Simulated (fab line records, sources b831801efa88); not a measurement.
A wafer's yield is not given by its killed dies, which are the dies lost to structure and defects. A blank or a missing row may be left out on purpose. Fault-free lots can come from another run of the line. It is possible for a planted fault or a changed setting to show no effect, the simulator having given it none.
8D (eight disciplines) problem report, filled in by code | flow sky130 | the parts of the form that need people (team, actions taken, sign-off) are left out

1. PROBLEM STATEMENT
Mean of heater power total W at SKY_GATE_OXIDE_SOFTBAKE_06: 58.19 W across 6 wafers in 2 lots; on wafers with no fault it is 56.59 W (standard deviation 0.05). Measured from the usual mean, that is +32 standard deviations.
The step: time 60 s.
Seen first at day 18 15:58 on litho track-04, wafer L898.1. At this step, 36 wafers from 12 lots have a number in the record. Rule for "out" (also "out of limits"): further than 4 standard deviations from the usual mean. The rest of the wafers with a number are treated as sound.

2. WHAT IT IS AND WHAT IT IS NOT
question                    | is                                 | is not
which readings at this step | heater power total W, plate temp C | -
which lots                  | L898, L899                         | L884, L885, L887, L888, L893, L894, L895, L897, L901, L906
which wafers of those lots  | all that have a number             | -
read on which tools         | litho track-04                     | litho track-01, litho track-03
when                        | from day 18 15:58                  | up to then (24 sound wafers); but 6 sound wafers of L901, L906 came after

3. SUSPECTS, AND WHAT RULES EACH OUT
Counting: a tool at any process step up to the reading remains a suspect when it ran all the lots that are out and ran no sound lot after the first of those.
- litho track-04 at SKY_GATE_OXIDE_SOFTBAKE_06 (time 60 s): kept. Every lot that is out went through it, starting with L898 (day 18 15:58), and after that it ran no sound lot; the last sound lot it ran before then is L895 (day 17 18:31). On those wafers its own readings are out: heater power total W, plate temp C.
Left after counting: litho track-04 at SKY_GATE_OXIDE_SOFTBAKE_06.

4. THE CAUSE (what the simulator had put in)
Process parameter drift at SKY_GATE_OXIDE_SOFTBAKE_06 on litho track-04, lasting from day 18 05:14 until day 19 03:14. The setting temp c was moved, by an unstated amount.
This tool alone remained once counting was done.

5. THE CHAIN OF EFFECTS, in route order
Rows list readings where the struck wafers' mean (over those with a number) sits beyond 3 standard deviations from the usual. Readings are gone through only where the record gives a usual standard deviation; hours: the median, over the lots, of the time from a lot's start at the first step in this table giving one to that lot's start at this step; sigmas: the change measured in usual standard deviations.
hours | step                       | reading              | usual   | on struck wafers | change | sigmas
0     | SKY_GATE_OXIDE_SOFTBAKE_06 | heater power total W | 56.59 W | 58.19            | +1.59  | +32
0     | SKY_GATE_OXIDE_SOFTBAKE_06 | plate temp C         | 90.00 C | 91.78            | +1.78  | +14
Process steps it contains:
- SKY_GATE_OXIDE_SOFTBAKE_06: time 60 s.

6. WHAT WOULD HAVE CAUGHT IT SOONER
In this record the first reading out of limits was taken at day 18 15:58, 11 hours after the fault began at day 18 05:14.
